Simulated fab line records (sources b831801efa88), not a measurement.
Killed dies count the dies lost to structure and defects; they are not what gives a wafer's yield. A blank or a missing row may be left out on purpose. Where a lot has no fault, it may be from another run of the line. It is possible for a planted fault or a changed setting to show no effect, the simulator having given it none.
A lot that was struck, set against a sound lot + flow sky130 + 14 out of 708 route steps
Sound: the wafers L265.1, L265.4, L265.5. The struck wafers were L257.3, L257.5, L257.6. The cause comes at the end.
Per side, at each step with rows, come the tool, then ch with its chambers, and then its first start. Under that, the readings that differ: sound wafers + struck wafers + difference of the means + sigmas: that difference in standard deviations of wafers without a fault.
alike: same words and numbers on both sides, and readings whose means sit less than 2 such deviations apart. not compared: any withheld reading, any reading some wafer has no value for, any bound like >300 that may hide the same value, and any number with overlapping values for which the record gives no deviation.
Wherever a step has rows on one side only, a row that says differs or no value, or a row with sigmas, the two part there. When numbers do not overlap yet have no deviation, they are printed without sigmas and do not part them. A reading missing from all wafers of one side parts the sides only when that side holds two or more wafers.

first, 2 steps without rows for these wafers: SKY_METAL2_CLEAN_23 (cleans in O3/DIW); SKY_VIA2_HDPCVD_00 (deposits SiO2, target thk 1180 nm, time 196.7 s).
SKY_VIA2_THK_MEAS_01:
  sound: filmMetro-02 at day 39 07:59; struck: filmMetro-02 at day 37 03:49
  alike: VIA2_HDPCVD_THK
SKY_VIA2_CMP_02: polishes SiO2.
  sound on cmp-01 ch 0,1, day 39 08:09; struck on cmp-01 ch 0,2,3, day 37 04:00
  alike: motorCurrentA
SKY_VIA2_BOW_MEAS_03:
  sound: filmMetro-03 at day 39 08:24; struck: filmMetro-04 at day 37 04:11
  alike: VIA2_BOW
then, 7 steps without rows for these wafers: SKY_VIA2_DEHYDRATE_04 (time 60 s); SKY_VIA2_HMDS_05 (prime time 60 s); SKY_VIA2_COAT_06 (resist thk 60 nm); SKY_VIA2_COAT_07 (resist thk 450 nm); SKY_VIA2_SOFTBAKE_08 (time 90 s); SKY_VIA2_EXPOSE_09 (exposes mask VIM2, target cd 200 nm); SKY_VIA2_PEB_10.
SKY_VIA2_DEVELOP_11: develop time 62.84 s.
  sound on lithoTrack-04 ch 0, day 40 07:00; struck on lithoTrack-03, day 38 04:00
  no value came back on the struck wafers for chillPlateTempC (C), developTimeS (s); on the sound wafers chillPlateTempC (C) reads 23.08 23.06 22.96
| reading                                    | sound           | struck          | difference | sigmas |
|--------------------------------------------|-----------------|-----------------|------------|--------|
| model.KrF-thick_of_VIA2_COAT_07.thkNm (nm) | 431.6 434.2 432 | 448.3 447.9 449 | +15.8      |        |
SKY_VIA2_CD_MEAS_12 targets a cd of 200 nm.
  sound: cdSem-01 at day 40 07:13; struck: cdSem-01 at day 38 05:05
| reading   | sound             | struck | difference                    | sigmas |
|-----------|-------------------|--------|-------------------------------|--------|
| cdNm (nm) | 201.7 198.9 200.5 | - - -  | no value on the struck wafers |        |

WHERE THEY PART
First at SKY_VIA2_DEVELOP_11; last, within this record, at SKY_VIA2_CD_MEAS_12.

WHY: the cause the simulator had injected
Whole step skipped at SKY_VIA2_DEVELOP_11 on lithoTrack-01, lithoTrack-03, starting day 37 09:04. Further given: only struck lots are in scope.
